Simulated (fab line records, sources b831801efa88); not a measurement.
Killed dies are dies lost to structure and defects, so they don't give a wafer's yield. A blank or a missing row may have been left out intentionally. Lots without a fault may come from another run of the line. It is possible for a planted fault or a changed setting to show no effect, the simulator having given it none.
The tool behind it: which one? :: flow gf180mcu :: 6 lots, 18 wafers sampled, at 3 steps of a route of 602

## WHAT THE GAUGES READ, wafer by wafer
GF_NSD_CD_MEAS_07: target cd 400 nm.
lot: L552
measured: day 14 07:29
on: cd-sem-02
cd-nm (nm): 401.6 401.8 400.4

lot: L556
measured: day 15 17:18
on: cd-sem-02
cd-nm (nm): 402.5 403.9 403.5

lot: L560
measured: day 17 01:22
on: cd-sem-02
cd-nm (nm): 390.0 388.5 389.1

lot: L562
measured: day 17 22:53
on: cd-sem-01
cd-nm (nm): 389.4 387.2 386.8

lot: L566
measured: day 19 06:18
on: cd-sem-01
cd-nm (nm): 391.4 392.4 391.7

lot: L572
measured: day 21 01:51
on: cd-sem-01
cd-nm (nm): 403.0 402.8 402.8

## EACH LOT AND THE TOOL THAT RAN IT (in order: tool; ch and the chambers of the sampled wafers; start)
lot: L552
GF_POLY_GATE_ETCH_13: rie-si-02 ch 1,2, day 9 22:20
GF_NSD_EXPOSE_04: iline-stepper-02 ch 0, day 13 20:47

lot: L556
GF_POLY_GATE_ETCH_13: rie-si-01 ch 0,1,2, day 11 03:03
GF_NSD_EXPOSE_04: iline-stepper-02 ch 0, day 15 07:02

lot: L560
GF_POLY_GATE_ETCH_13: rie-si-01 ch 0,1, day 12 08:40
GF_NSD_EXPOSE_04: iline-stepper-01 ch 0, day 16 14:15

lot: L562
GF_POLY_GATE_ETCH_13: rie-si-02 ch 0,3, day 13 00:55
GF_NSD_EXPOSE_04: iline-stepper-01 ch 0, day 17 10:39

lot: L566
GF_POLY_GATE_ETCH_13: rie-si-02 ch 0,1,2, day 14 04:01
GF_NSD_EXPOSE_04: iline-stepper-01 ch 0, day 18 18:09

lot: L572
GF_POLY_GATE_ETCH_13: rie-si-01 ch 1,2, day 15 18:30
GF_NSD_EXPOSE_04: iline-stepper-02 ch 0, day 20 13:37
- GF_POLY_GATE_ETCH_13: etches poly-Si in HBr/Cl2, stops on SiO2, target depth 198.5 nm, time 69.6 s.
- GF_NSD_EXPOSE_04: exposes mask Nplus, target cd 400 nm.

## THE ANSWER, worked out from the rows above alone
Rule: usual is defined by the lots themselves. Put in order of their means at a reading, lots are off if they are a third of the lots or fewer, leave a main group of 4 or more, and stand apart from it by a gap of 3 or more times the standard deviation of the main group's means; of several such gaps the widest counts. Not used: any main group whose means are identical at the precision the tables above print for the reading. A lot without any number at a reading at which 4 lots or more have one is off too. Any other lot the step has rows for is counted as sound.
Across all readings shown, no lot is off: no conclusion can be drawn from this.

## WHAT HAD BEEN PUT IN BY THE SIMULATOR
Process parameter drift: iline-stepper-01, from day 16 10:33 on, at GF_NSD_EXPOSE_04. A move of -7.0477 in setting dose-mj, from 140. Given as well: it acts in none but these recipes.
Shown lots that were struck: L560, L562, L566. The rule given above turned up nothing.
